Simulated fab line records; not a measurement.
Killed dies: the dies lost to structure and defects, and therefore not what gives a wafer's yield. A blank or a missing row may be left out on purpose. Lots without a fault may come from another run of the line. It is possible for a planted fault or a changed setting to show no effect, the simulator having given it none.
Chamber matching	flow gf180mcu	cmp-01 running GF_V2_CMP_26: 4 sister chambers
The step polishes, stops on SiO2, t overpolish 15 s, target thk 0 nm. 8 wafers are shown with their chamber, then 8 later ones without.

## WAFERS PAIRED WITH THEIR CHAMBERS
wafer	chamber	motor current A (A)	time to endpoint s (s)
L301.3	2	9.4	80
L301.5	1	10.7	82
L302.1	0	12.1	74
L302.6	2	9.8	81
L303.1	3	9.0	82
L303.2	0	11.4	76
L303.4	1	10.9	80
L305.2	3	9.6	83

## WAFERS WITH NO CHAMBER GIVEN
wafer	motor current A (A)	time to endpoint s (s)
L305.4	11.2	76
L305.5	11.6	76
L304.2	11.4	80
L304.5	11.6	78
L304.6	10.6	86
L307.1	10.8	90
L307.2	8.9	88
L307.4	10.3	87

## WHICH CHAMBER EACH ONE RAN IN
wafer	from the rows above	in truth
L305.4	0	0
L305.5	0	0
L304.2	1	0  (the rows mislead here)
L304.5	can't be placed: 0 or 1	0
L304.6	can't be placed: 1 or 3 or 2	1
L307.1	can't be placed: 3 or 1 or 2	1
L307.2	can't be placed: 3 or 2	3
L307.4	can't be placed: 3 or 1 or 2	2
2 of 8 placed correctly. Cannot be placed on the basis of these rows: 5; the candidates contain the true chamber in 5. 1 placed wrongly.
How it was worked out, from the rows above alone: a wafer's distance from a chamber is the root of the sum, over the readings, of the square of ((its reading less the chamber's mean) divided by the reading's scatter). If the next closest chamber is less than 2 further off than the closest, the wafer can't be placed; otherwise it belongs to the closest. For every chamber, the mean is computed from those of its wafers that are shown. The scatter: the root of (the sum of the squares of (reading less its chamber's mean) over the shown wafers, divided by (wafers less chambers)).
